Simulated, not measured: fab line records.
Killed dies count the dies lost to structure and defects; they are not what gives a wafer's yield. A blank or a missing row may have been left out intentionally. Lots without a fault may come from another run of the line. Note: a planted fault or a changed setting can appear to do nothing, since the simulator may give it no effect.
The same fault as seen by 2 desks / flow sky130 / numbers are kept per desk, each desk with only its own; the story behind them comes last

## THE METROLOGY DESK
Lot by lot, what the gauges showed, no matter which tool ran the lot: averages of those sampled wafers that carry a number. The brackets show how far a lot's mean lies from the usual mean; more than 4 standard deviations puts the lot out of limits, marked OUT.
Columns: A = VIA4_W_THK at SKY_VIA4_THK_MEAS_20, usual 502 nm
lot=L133; first seen here=day 42 15:05; A=507
lot=L134; first seen here=day 43 16:55; A=504
lot=L135; first seen here=day 43 17:05; A=497
lot=L136; first seen here=day 43 17:31; A=511
lot=L140; first seen here=day 45 04:50; A=501
lot=L141; first seen here=day 45 09:03; A=493
lot=L144; first seen here=day 45 12:03; A=501
lot=L145; first seen here=day 46 00:05; A=504
lot=L146; first seen here=day 46 10:01; A=501
This desk's finding: nothing out of limits on any of the 9 lots.

## FOR THE TOOL OWNER'S DESK: lpcvd-02
The tool's own readings at SKY_FIELD_ISO_CVD_03 (deposits Si3N4 from DCS/NH3, target thk 165 nm, time 2830 s): means of the sampled wafers that have a number, for each lot that ran on this tool. The brackets show how far a lot's mean lies from the usual mean; more than 4 standard deviations puts the lot out of limits, marked OUT.
Columns: A = susceptor_temp_C at SKY_FIELD_ISO_CVD_03, usual 769.9 C
lot=L133; first seen here=day 1 11:41; A=769.9
lot=L134; first seen here=day 2 09:05; A=770.1
lot=L135; first seen here=day 2 09:05; A=769.8
lot=L136; first seen here=day 2 09:05; A=769.8
lot=L140; first seen here=day 3 00:53; A=769.7
lot=L141; first seen here=day 3 04:56; A=770.3
lot=L144; first seen here=day 3 20:02; A=769.7
lot=L145; first seen here=day 4 00:45; A=770.3
lot=L146; first seen here=day 4 08:02; A=769.5
This desk's finding: nothing out of limits on any of the 9 lots.

## TAKEN TOGETHER
Metrology desk: nothing out of limits seen.
The desk of the tool owner found nothing out of limits.

## WHAT HAD BEEN PUT IN BY THE SIMULATOR
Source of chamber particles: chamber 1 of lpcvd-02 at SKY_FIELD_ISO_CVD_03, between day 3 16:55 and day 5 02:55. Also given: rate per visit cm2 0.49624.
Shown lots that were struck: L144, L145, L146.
